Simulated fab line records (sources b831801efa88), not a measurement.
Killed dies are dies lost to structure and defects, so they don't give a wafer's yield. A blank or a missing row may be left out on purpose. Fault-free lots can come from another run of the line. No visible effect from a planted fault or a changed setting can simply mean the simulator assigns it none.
Chamber matching ; flow gf180mcu ; cmp-01 running GF_V5_CMP_04: 4 sister chambers
The step polishes SiO2. 8 wafers are shown with their chamber, then 7 later ones without.

WAFERS PAIRED WITH THEIR CHAMBERS
wafer;chamber;motor current A (A)
L698.3;3;11.8
L701.2;3;12.4
L701.6;2;12.9
L705.2;0;11.3
L705.4;1;12.7
L705.5;1;13.1
L712.3;0;11.2
L712.4;2;12.4

WAFERS MISSING THEIR CHAMBER
wafer;motor current A (A)
L712.5;13.8
L717.1;13.7
L717.3;13.4
L717.4;11.5
L718.2;12.7
L718.4;13.1
L718.6;11.7

WHICH CHAMBER EACH ONE RAN IN
wafer;from the rows above;in truth
L712.5;can't be placed: 1 or 2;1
L717.1;can't be placed: 1 or 2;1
L717.3;can't be placed: 1 or 2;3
L717.4;can't be placed: 0 or 3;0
L718.2;can't be placed: 2 or 1 or 3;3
L718.4;can't be placed: 1 or 2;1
L718.6;can't be placed: 3 or 0 or 2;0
Placed correctly: 0 of 7. Cannot be placed on the basis of these rows: 7; the candidates contain the true chamber in 6. Wrongly placed: 0.
How it was worked out, from the rows above alone: a wafer's distance from a chamber is the root of the sum, over the readings, of the square of ((its reading less the chamber's mean) divided by the reading's scatter). The wafer belongs to the nearest chamber; if the next one is less than 2 further off, it can't be placed. A chamber's mean is the mean of its shown wafers. How the scatter is found: for the shown wafers, subtract from each reading the mean of its chamber, square and add these, divide the total by (wafers less chambers), then take the root.
